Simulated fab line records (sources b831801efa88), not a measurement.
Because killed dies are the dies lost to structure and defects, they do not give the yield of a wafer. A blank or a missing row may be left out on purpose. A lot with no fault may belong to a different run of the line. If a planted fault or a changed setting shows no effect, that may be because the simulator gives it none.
fab line records	flow gf180mcu
[record] lots = 24	wafers = 72	last_day = 34
route steps=602 shown HV_LDD@223 M1@321 V4@481 V5@544
lots with no fault: from the same line, run without faults
start_h: hours from the record's first day to the start of the lot's first wafer shown	wait_h: hours since the lot's step before	" as in the row above	L1.1+2: one row covering several wafers at once	- no value present, or no start provided	* or withheld: withheld	< > ~ a bound
route shown NAME@n: names a module that has steps shown in the file, with the first one's number in the route	usual: mean/standard deviation taken from wafers without a fault	same: alike in all rows	chamber/n: place in a boat	sites: the reading at each site	_std_site: the values' standard deviation	_edge_site: outer sites' mean less inner sites'	radius_mm: how far each site lies from the wafer's centre	mask NAME#n: copy n	behind: the most recent tool/chamber to have shaped the wafer	hold: cause of the lot's hold/its duration in hours/its outcome	device: names the non-switching transistor (n, p or np)	end of line: the route-end tests of the same wafers	where a step has no rows: the recipe by itself	killed: dies that structure and defects cost at the first sort, which is not the same as the wafer's yield	map: a wafer's dies, marking killed ones x, the rest . and places with no die _
set.NAME: the run value of the setting; set.NAME@STEP: its run value at that earlier step	model.NAME: the simulator's own value behind a step, which no gauge read
the route's steps for a sample of lots (tables are steps, rows are wafers)
services: from which hour (start_h, from the record's first day; less than 0 if before it) a tool's chamber was out of use, for how many hours, and why
[[steps]]
[step GF_HV_LDD_OVL_MEAS_47]
[usual] HV_LDD_03_OVL = -0.4/1.1
lot.wafer	tool	chamber	start_h	wait_h	HV_LDD_03_OVL[nm]
L074.1	overlay-01	-	266.87	0.1	0.7
L074.2	"	-	"	"	2.2
L074.4	"	-	"	"	-0.2
L075.2	overlay-02	-	277.23	0.1	-0.7
L075.3	"	-	"	"	0.8
L075.4	"	-	"	"	-0.9
L076.1	overlay-01	-	286.58	0.1	-1.2
L076.2	"	-	"	"	1.6
L076.4	"	-	"	"	-1.0
L077.1	overlay-01	-	294.33	0.1	0.3
L077.3	"	-	"	"	-0.4
L077.5	"	-	"	"	-1.0
L078.1	overlay-02	-	302.18	0.1	0.1
L078.2	"	-	"	"	0.2
L078.3	"	-	"	"	0.8
L079.2	overlay-01	-	314.93	0.1	-0.7
L079.4	"	-	"	"	0.1
L079.5	"	-	"	"	1.3
L080.3	overlay-01	-	316.83	0.1	0.3
L080.4	"	-	"	"	-1.1
L080.5	"	-	"	"	-1.0
L081.2	overlay-02	-	328.84	0.1	-0.2
L081.5	"	-	"	"	-0.5
L081.6	"	-	"	"	-0.7
L082.2	overlay-01	-	336.49	0.1	1.2
L082.4	"	-	"	"	-0.5
L082.5	"	-	"	"	0.1
L083.3	overlay-02	-	346.19	0.1	-0.5
L083.5	"	-	"	"	0.5
L083.6	"	-	"	"	2.5
L085.1	overlay-02	-	362.43	0.1	-1.4
L085.4	"	-	"	"	-0.6
L085.5	"	-	"	"	-1.9
L084.1	overlay-02	-	363.72	0.1	-0.2
L084.3	"	-	"	"	-0.1
L084.5	"	-	"	"	-0.2
L086.3	overlay-02	-	372.98	0.1	-0.4
L086.4	"	-	"	"	1.6
L086.6	"	-	"	"	-1.3
L087.1	overlay-02	-	376.22	0.1	-0.1
L087.2	"	-	"	"	0.5
L087.4	"	-	"	"	0.1
L088.1	overlay-01	-	384.77	0.1	0.9
L088.3	"	-	"	"	0.9
L088.5	"	-	"	"	0.0
L089.2	overlay-01	-	398.18	0.1	0.0
L089.3	"	-	"	"	0.3
L089.5	"	-	"	"	-1.2
L090.1	overlay-01	-	406.68	0.1	-0.9
L090.3	"	-	"	"	-0.7
L090.5	"	-	"	"	-1.0
L091.2	overlay-01	-	418.78	0.1	-0.5
L091.5	"	-	"	"	-2.2
L091.6	"	-	"	"	-0.8
L092.1	overlay-02	-	423.28	0.1	-1.0
L092.4	"	-	"	"	-2.2
L092.6	"	-	"	"	-1.3
L093.2	overlay-02	-	427.84	0.1	-0.5
L093.3	"	-	"	"	-2.8
L093.5	"	-	"	"	-1.3
L094.2	overlay-01	-	436.58	0.1	-1.6
L094.3	"	-	"	"	-2.8
L094.6	"	-	"	"	-0.9
L095.4	overlay-01	-	445.69	0.1	-0.9
L095.5	"	-	"	"	-1.2
L095.6	"	-	"	"	-2.4
L096.2	overlay-01	-	454.79	0.1	-1.3
L096.3	"	-	"	"	-2.1
L096.6	"	-	"	"	-1.3
L097.1	overlay-02	-	464.78	0.1	1.3
L097.2	"	-	"	"	1.8
L097.5	"	-	"	"	-0.6
[step GF_M1_THK_MEAS_06]
[recipe] thk_meas_gauge = xrf	reads = AlCu_of_M1_SPUTTER_02
[usual] M1_ALCU_THK = 455/4.6
lot.wafer	tool	chamber	start_h	wait_h	M1_ALCU_THK[nm]
L074.1	film_metro-04	-	357.45	0.1	462
L074.2	"	-	"	"	459
L074.4	"	-	"	"	459
L075.2	film_metro-03	-	368.06	0.1	451
L075.3	"	-	"	"	452
L075.4	"	-	"	"	451
L076.1	film_metro-03	-	378.50	0.1	446
L076.2	"	-	"	"	449
L076.4	"	-	"	"	444
L077.1	film_metro-02	-	386.64	0.1	462
L077.3	"	-	"	"	467
L077.5	"	-	"	"	461
L078.1	film_metro-04	-	396.99	0.1	457
L078.2	"	-	"	"	450
L078.3	"	-	"	"	452
L079.2	film_metro-04	-	410.47	0.1	457
L079.4	"	-	"	"	460
L079.5	"	-	"	"	459
L080.3	film_metro-02	-	413.07	0.1	454
L080.4	"	-	"	"	454
L080.5	"	-	"	"	458
L081.2	film_metro-04	-	425.56	0.1	461
L081.5	"	-	"	"	458
L081.6	"	-	"	"	455
L082.2	film_metro-04	-	434.58	0.1	454
L082.4	"	-	"	"	452
L082.5	"	-	"	"	458
L083.3	film_metro-03	-	446.91	0.1	455
L083.5	"	-	"	"	455
L083.6	"	-	"	"	456
L085.1	film_metro-03	-	464.03	0.1	449
L085.4	"	-	"	"	455
L085.5	"	-	"	"	446
L084.1	film_metro-04	-	465.76	0.1	451
L084.3	"	-	"	"	459
L084.5	"	-	"	"	450
L086.3	film_metro-03	-	476.27	0.1	445
L086.4	"	-	"	"	450
L086.6	"	-	"	"	445
L087.1	film_metro-03	-	479.90	0.1	452
L087.2	"	-	"	"	452
L087.4	"	-	"	"	452
L088.1	film_metro-02	-	486.50	0.1	457
L088.3	"	-	"	"	455
L088.5	"	-	"	"	454
L089.2	film_metro-04	-	501.80	0.1	456
L089.3	"	-	"	"	452
L089.5	"	-	"	"	455
L090.1	film_metro-02	-	508.74	0.1	456
L090.3	"	-	"	"	457
L090.5	"	-	"	"	453
L091.2	film_metro-04	-	522.01	0.1	459
L091.5	"	-	"	"	451
L091.6	"	-	"	"	456
L092.1	film_metro-03	-	527.89	0.1	451
L092.4	"	-	"	"	456
L092.6	"	-	"	"	454
L093.2	film_metro-04	-	530.59	0.1	457
L093.3	"	-	"	"	452
L093.5	"	-	"	"	457
L094.2	film_metro-02	-	538.90	0.1	452
L094.3	"	-	"	"	449
L094.6	"	-	"	"	453
L095.4	film_metro-02	-	548.13	0.1	457
L095.5	"	-	"	"	463
L095.6	"	-	"	"	459
L096.2	film_metro-02	-	555.46	0.1	454
L096.3	"	-	"	"	449
L096.6	"	-	"	"	451
L097.1	film_metro-04	-	564.70	0.1	451
L097.2	"	-	"	"	450
L097.5	"	-	"	"	454
[step GF_V4_BOW_MEAS_05]
[recipe] mode = bow
[usual] V4_BOW = 134/9.3
lot.wafer	tool	chamber	start_h	wait_h	V4_BOW[um]
L074.1	film_metro-02	-	533.06	0.2	113
L074.2	"	-	"	"	120
L074.4	"	-	"	"	99
L075.2	film_metro-01	-	544.36	0.3	156
L075.3	"	-	"	"	144
L075.4	"	-	"	"	146
L076.1	film_metro-04	-	555.20	0.1	135
L076.2	"	-	"	"	131
L076.4	"	-	"	"	132
L077.1	film_metro-01	-	561.06	0.2	141
L077.3	"	-	"	"	141
L077.5	"	-	"	"	133
L078.1	film_metro-04	-	573.50	0.2	136
L078.2	"	-	"	"	139
L078.3	"	-	"	"	137
L079.2	film_metro-02	-	583.06	0.2	134
L079.4	"	-	"	"	135
L079.5	"	-	"	"	126
L080.3	film_metro-04	-	587.03	0.1	131
L080.4	"	-	"	"	151
L080.5	"	-	"	"	145
L081.2	film_metro-04	-	599.28	0.3	126
L081.5	"	-	"	"	126
L081.6	"	-	"	"	123
L082.2	film_metro-02	-	603.75	0.2	134
L082.4	"	-	"	"	128
L082.5	"	-	"	"	137
L083.3	film_metro-02	-	616.14	0.2	120
L083.5	"	-	"	"	132
L083.6	"	-	"	"	133
L085.1	film_metro-02	-	631.02	0.2	131
L085.4	"	-	"	"	140
L085.5	"	-	"	"	134
L084.1	film_metro-01	-	632.62	0.2	132
L084.3	"	-	"	"	135
L084.5	"	-	"	"	118
L086.3	film_metro-01	-	641.61	0.3	139
L086.4	"	-	"	"	133
L086.6	"	-	"	"	137
L087.1	film_metro-02	-	643.98	0.1	149
L087.2	"	-	"	"	139
L087.4	"	-	"	"	133
L088.1	film_metro-01	-	649.42	0.2	126
L088.3	"	-	"	"	137
L088.5	"	-	"	"	135
L089.2	film_metro-01	-	663.70	0.3	137
L089.3	"	-	"	"	132
L089.5	"	-	"	"	133
L090.1	film_metro-01	-	669.65	0.2	148
L090.3	"	-	"	"	134
L090.5	"	-	"	"	141
L091.2	film_metro-04	-	678.09	0.1	146
L091.5	"	-	"	"	148
L091.6	"	-	"	"	144
L092.1	film_metro-01	-	684.92	0.1	140
L092.4	"	-	"	"	137
L092.6	"	-	"	"	130
L093.2	film_metro-02	-	685.44	0.2	126
L093.3	"	-	"	"	141
L093.5	"	-	"	"	137
L094.2	film_metro-01	-	693.19	0.2	137
L094.3	"	-	"	"	133
L094.6	"	-	"	"	137
L095.4	film_metro-01	-	700.40	0.3	136
L095.5	"	-	"	"	130
L095.6	"	-	"	"	139
L096.2	film_metro-02	-	707.70	0.2	124
L096.3	"	-	"	"	131
L096.6	"	-	"	"	126
L097.1	film_metro-04	-	714.43	0.1	130
L097.2	"	-	"	"	135
L097.5	"	-	"	"	124
[step GF_V4_ETCH_16]
[recipe] chemistry = N2/H2	target_depth_a = withheld	overetch_a = withheld	time_s = withheld	target = BARC	ion_energy_ev = 200	source_w = 500	bias_w = 100	pressure_mtorr = 30	n2_flow_sccm = 100	h2_flow_sccm = 200
[usual] drypump_motor_current_A = 5.8/0.53	oes_product_au = 0.854/0.0047	throttle_valve_pct = 13.225/0.0087
lot.wafer	tool	chamber	start_h	wait_h	drypump_motor_current_A	oes_product_au	throttle_valve_pct
L074.1	rie_diel-01	3	556.61	0.0	6.7	0.852	13.215
L074.2	"	0	"	"	5.4	0.851	13.221
L074.4	"	2	"	"	5.4	0.855	13.241
L075.2	rie_diel-01	2	567.06	0.0	5.3	0.849	13.230
L075.3	"	0	"	"	5.4	0.849	13.230
L075.4	"	3	"	"	6.6	0.854	13.222
L076.1	rie_diel-03	3	577.60	0.0	6.7	0.857	13.231
L076.2	"	0	"	"	5.8	0.853	13.238
L076.4	"	2	"	"	5.6	0.852	13.208
L077.1	rie_diel-01	2	583.10	0.0	5.4	0.845	13.231
L077.3	"	0	"	"	5.5	0.849	13.206
L077.5	"	1	"	"	6.2	0.860	13.222
L078.1	rie_diel-03	1	595.61	0.0	6.0	0.863	13.218
L078.2	"	2	"	"	5.6	0.859	13.238
L078.3	"	0	"	"	5.8	0.854	13.216
L079.2	rie_diel-01	0	603.61	0.0	5.4	0.857	13.219
L079.4	"	3	"	"	6.6	0.855	13.233
L079.5	"	3	"	"	6.7	0.846	13.234
L080.3	rie_diel-01	0	608.26	0.0	5.4	0.862	13.214
L080.4	"	2	"	"	5.4	0.856	13.231
L080.5	"	3	"	"	6.7	0.854	13.214
L081.2	rie_diel-04	2	620.16	0.0	4.8	0.853	13.230
L081.5	"	2	"	"	4.8	0.854	13.224
L081.6	"	1	"	"	5.2	0.857	13.225
L082.2	rie_diel-03	0	624.91	0.0	5.8	0.858	13.218
L082.4	"	1	"	"	6.0	0.858	13.229
L082.5	"	1	"	"	6.0	0.854	13.211
L083.3	rie_diel-04	1	636.61	0.0	5.2	0.855	13.230
L083.5	"	3	"	"	5.7	0.856	13.217
L083.6	"	0	"	"	6.1	0.865	13.221
L085.1	rie_diel-01	3	651.81	0.0	6.7	0.853	13.215
L085.4	"	1	"	"	6.2	0.851	13.238
L085.5	"	0	"	"	5.4	0.848	13.225
L084.1	rie_diel-03	3	652.80	0.0	6.7	0.851	13.219
L084.3	"	0	"	"	5.8	0.848	13.223
L084.5	"	0	"	"	5.8	0.847	13.211
L086.3	rie_diel-03	0	661.71	0.0	5.8	0.849	13.229
L086.4	"	1	"	"	6.0	0.851	13.217
L086.6	"	3	"	"	6.8	0.858	13.219
L087.1	rie_diel-04	3	663.71	0.0	5.7	0.855	13.219
L087.2	"	1	"	"	5.2	0.850	13.223
L087.4	"	2	"	"	4.9	0.860	13.236
L088.1	rie_diel-03	2	669.35	0.0	5.6	0.862	13.226
L088.3	"	0	"	"	5.8	0.851	13.233
L088.5	"	0	"	"	5.8	0.850	13.213
L089.2	rie_diel-03	2	682.61	0.0	5.7	0.867	13.215
L089.3	"	0	"	"	5.8	0.859	13.230
L089.5	"	1	"	"	6.0	0.856	13.218
L090.1	rie_diel-04	2	688.61	0.0	4.8	0.856	13.208
L090.3	"	0	"	"	6.1	0.861	13.219
L090.5	"	0	"	"	6.1	0.850	13.231
L091.2	rie_diel-04	0	696.56	0.0	6.1	0.864	13.230
L091.5	"	1	"	"	5.2	0.854	13.211
L091.6	"	2	"	"	4.8	0.851	13.228
L092.1	rie_diel-01	2	703.61	0.0	5.4	0.857	13.231
L092.4	"	1	"	"	6.1	0.859	13.225
L092.6	"	3	"	"	6.7	0.854	13.226
L093.2	rie_diel-04	0	703.85	0.0	6.1	0.854	13.227
L093.3	"	2	"	"	4.8	0.854	13.226
L093.5	"	1	"	"	5.3	0.862	13.222
L094.2	rie_diel-03	0	711.61	0.0	5.8	0.858	13.220
L094.3	"	3	"	"	6.8	0.853	13.243
L094.6	"	1	"	"	6.0	0.862	13.234
L095.4	rie_diel-03	3	718.41	0.0	6.8	0.851	13.206
L095.5	"	3	"	"	6.7	0.846	13.231
L095.6	"	0	"	"	5.8	0.864	13.211
L096.2	rie_diel-04	3	725.70	0.0	5.7	0.853	13.232
L096.3	"	2	"	"	4.8	0.852	13.208
L096.6	"	1	"	"	5.2	0.854	13.223
L097.1	rie_diel-04	2	732.51	0.0	4.9	0.849	13.225
L097.2	"	3	"	"	5.7	0.851	13.220
L097.5	"	1	"	"	5.2	0.860	13.220
[step GF_V5_CMP_04]
[recipe] material = SiO2	down_force_psi = 4	platen_rpm = 60	pad_velocity_m_s = 0.94248
[usual] motor_current_A = 12.3/1.2
lot.wafer	tool	chamber	start_h	wait_h	motor_current_A
L074.2	cmp-02	0	603.07	0.1	10.2
L074.1	"	1	"	"	11.9
L074.4	"	2	"	"	12.9
L075.4	cmp-01	0	612.42	0.0	14.1
L075.3	"	1	"	"	11.0
L075.2	"	2	"	"	11.5
L076.1	cmp-01	3	623.28	0.3	12.9
L076.2	"	0	"	"	14.3
L076.4	"	1	"	"	10.6
L077.3	cmp-02	3	628.36	0.1	12.1
L077.1	"	0	"	"	10.5
L077.5	"	3	"	"	12.2
L078.3	cmp-01	2	640.37	0.0	11.6
L078.2	"	3	"	"	14.1
L078.1	"	1	"	"	10.8
L079.4	cmp-01	2	648.25	0.0	11.6
L079.2	"	1	"	"	11.3
L079.5	"	2	"	"	11.6
L080.4	cmp-02	1	651.76	0.1	12.3
L080.3	"	2	"	"	12.8
L080.5	"	0	"	"	9.9
L081.2	cmp-02	0	663.07	0.1	10.4
L081.6	"	0	"	"	10.0
L081.5	"	1	"	"	13.0
L082.4	cmp-02	3	667.92	0.1	12.6
L082.2	"	1	"	"	12.7
L082.5	"	2	"	"	11.9
L083.3	cmp-01	2	678.65	0.1	11.8
L083.6	"	0	"	"	14.2
L083.5	"	1	"	"	11.1
L085.1	cmp-01	1	692.52	0.1	11.5
L085.4	"	3	"	"	14.2
L085.5	"	2	"	"	11.4
L084.1	cmp-01	2	694.24	0.1	12.0
L084.3	"	3	"	"	14.1
L084.5	"	2	"	"	12.1
L086.4	cmp-02	1	702.75	0.0	12.8
L086.3	"	3	"	"	11.4
L086.6	"	2	"	"	13.9
L087.1	cmp-01	0	703.99	0.1	13.8
L087.4	"	1	"	"	11.5
L087.2	"	2	"	"	11.6
L088.1	cmp-02	2	709.60	0.1	12.1
L088.3	"	0	"	"	9.9
L088.5	"	1	"	"	12.9
L089.2	cmp-02	2	721.82	0.1	12.6
L089.3	"	3	"	"	11.8
L089.5	"	2	"	"	13.7
L090.3	cmp-02	1	728.42	0.1	13.0
L090.1	"	2	"	"	13.3
L090.5	"	0	"	"	10.4
L091.2	cmp-01	3	736.10	0.1	13.3
L091.5	"	2	"	"	11.7
L091.6	"	3	"	"	13.4
L092.1	cmp-01	3	741.24	0.1	14.4
L092.4	"	1	"	"	10.8
L092.6	"	3	"	"	13.3
L093.3	cmp-01	2	742.57	0.1	11.3
L093.2	"	3	"	"	14.2
L093.5	"	1	"	"	10.7
L094.3	cmp-02	0	749.21	0.1	10.3
L094.2	"	1	"	"	12.7
L094.6	"	2	"	"	12.9
L095.4	cmp-01	2	755.72	0.1	11.9
L095.5	"	2	"	"	12.2
L095.6	"	3	"	"	14.3
L096.2	cmp-02	3	762.88	0.0	12.4
L096.3	"	0	"	"	9.4
L096.6	"	0	"	"	10.3
L097.1	cmp-01	3	769.15	0.1	12.9
L097.2	"	1	"	"	11.0
L097.5	"	3	"	"	14.0
[step GF_V5_STRIP_18]
[recipe] chemistry = O2/N2	power_w = 1400	pressure_mtorr = 1500	platen_temp_c = 250	o2_flow_sccm = 3000	n2_flow_sccm = 300	overash_fraction = 0.5
[usual] drypump_motor_current_A = 5.9/0.62	heater_power_w = 321/33	oes_product_au = 0.569/0.0053
lot.wafer	tool	chamber	start_h	wait_h	drypump_motor_current_A	heater_power_w	oes_product_au	rf_hours_counter_h
L074.1	plasma_asher-03	0	624.86	-	6.6	349	0.564	21
L074.2	"	1	"	"	5.2	319	0.576	21
L074.4	"	1	"	"	5.2	328	0.568	-
L075.2	plasma_asher-01	1	633.07	-	6.4	285	0.567	90
L075.3	"	1	"	"	6.4	279	0.564	-
L075.4	"	0	"	"	5.4	284	0.570	-
L076.1	plasma_asher-03	0	643.52	-	6.7	355	0.565	23
L076.2	"	1	"	"	5.2	325	0.577	23
L076.4	"	1	"	"	5.2	328	0.557	-
L077.1	plasma_asher-03	1	649.01	-	5.2	320	0.571	24
L077.3	"	1	"	"	5.2	319	0.561	-
L077.5	"	1	"	"	5.2	319	0.560	-
L078.1	plasma_asher-03	1	659.92	-	5.2	322	0.577	25
L078.2	"	0	"	"	6.6	350	0.569	25
L078.3	"	0	"	"	6.7	345	0.562	-
L079.2	plasma_asher-01	0	669.07	-	5.4	275	0.556	94
L079.4	"	1	"	"	6.5	282	0.564	-
L079.5	"	1	"	"	6.4	278	0.573	-
L080.3	plasma_asher-04	0	672.10	-	5.3	359	0.571	-
L080.4	"	1	"	"	6.4	347	0.578	-
L080.5	"	0	"	"	5.3	365	0.562	-
L081.2	plasma_asher-03	1	682.40	-	5.2	323	0.573	27
L081.5	"	1	"	"	5.2	322	0.565	-
L081.6	"	0	"	"	6.7	352	0.567	-
L082.2	plasma_asher-01	1	686.95	-	6.5	284	0.567	96
L082.4	"	0	"	"	5.4	281	0.576	-
L082.5	"	0	"	"	5.4	281	0.573	-
L083.3	plasma_asher-04	0	697.55	-	5.3	355	0.568	-
L083.5	"	0	"	"	5.3	352	0.571	-
L083.6	"	1	"	"	6.4	343	0.568	-
L085.1	plasma_asher-04	0	711.42	-	5.3	359	0.582	98
L085.4	"	0	"	"	5.3	366	0.570	-
L085.5	"	1	"	"	6.3	339	0.570	-
L084.1	plasma_asher-01	1	712.70	-	6.4	282	0.564	99
L084.3	"	0	"	"	5.4	279	0.563	-
L084.5	"	1	"	"	6.4	277	0.574	-
L086.3	plasma_asher-03	0	721.35	-	6.6	355	0.574	-
L086.4	"	1	"	"	5.2	316	0.569	-
L086.6	"	0	"	"	6.7	344	0.575	-
L087.1	plasma_asher-03	1	722.22	-	5.2	315	0.572	31
L087.2	"	0	"	"	6.6	348	0.571	31
L087.4	"	0	"	"	6.6	355	0.570	-
L088.1	plasma_asher-01	1	728.00	-	6.5	277	0.571	101
L088.3	"	1	"	"	6.4	280	0.563	-
L088.5	"	1	"	"	6.4	285	0.570	-
L089.2	plasma_asher-01	1	739.50	-	6.4	274	0.564	102
L089.3	"	0	"	"	5.4	280	0.557	-
L089.5	"	1	"	"	6.4	278	0.568	-
L090.1	plasma_asher-01	1	746.50	-	6.5	275	0.569	103
L090.3	"	0	"	"	5.4	280	0.567	-
L090.5	"	0	"	"	5.4	284	0.564	-
L091.2	plasma_asher-04	1	754.32	-	6.4	332	0.570	1
L091.5	"	0	"	"	5.3	365	0.566	-
L091.6	"	1	"	"	6.3	340	0.577	-
L092.1	plasma_asher-01	1	758.82	-	6.4	272	0.573	104
L092.4	"	1	"	"	6.4	285	0.571	-
L092.6	"	1	"	"	6.5	274	0.566	-
L093.2	plasma_asher-03	0	760.22	-	6.7	344	0.564	35
L093.3	"	0	"	"	6.7	353	0.571	-
L093.5	"	1	"	"	5.2	309	0.570	-
L094.2	plasma_asher-04	1	765.95	-	6.3	316	0.572	2
L094.3	"	1	"	"	6.4	331	0.573	-
L094.6	"	1	"	"	6.3	335	0.566	-
L095.4	plasma_asher-03	1	772.90	-	5.2	314	0.561	-
L095.5	"	0	"	"	6.6	348	0.574	-
L095.6	"	1	"	"	5.2	315	0.573	-
L096.2	plasma_asher-03	0	779.57	-	6.6	350	0.568	37
L096.3	"	1	"	"	5.2	319	0.565	-
L096.6	"	0	"	"	6.6	351	0.568	-
L097.1	plasma_asher-04	1	785.37	-	6.3	326	0.557	4
L097.2	"	0	"	"	5.3	378	0.565	4
L097.5	"	1	"	"	6.3	333	0.559	-
[[services]]
tool	chamber	start_h	hours	kind
rie_diel-04	0	536.12	10.5	repair
rie_diel-04	2	552.89	22.3	repair
rie_diel-03	1	555.55	19.6	repair
cmp-02	-	572.92	4.0	pm
rie_diel-04	0	583.49	16.5	repair
rie_diel-03	3	587.22	8.4	repair
cmp-02	-	611.68	0.8	repair
cmp-02	-	618.96	6.3	pm
rie_diel-03	1	628.79	16.8	repair
rie_diel-03	2	629.47	4.3	repair
rie_diel-03	3	642.00	6.4	repair
plasma_asher-03	-	653.94	0.3	repair
rie_diel-03	2	698.16	14.1	repair
cmp-01	-	701.87	0.6	repair
plasma_asher-03	-	712.98	4.5	repair
cmp-01	-	717.78	4.7	repair
cmp-01	-	732.01	0.3	repair
rie_diel-03	3	740.13	6.8	repair
cmp-01	-	745.82	4.0	pm
rie_diel-03	2	746.50	7.8	repair
plasma_asher-01	-	752.34	0.8	repair
rie_diel-03	3	775.94	42.7	repair
cmp-01	-	780.02	4.5	repair
cmp-02	-	784.81	4.4	pm
[[key]]
fault none
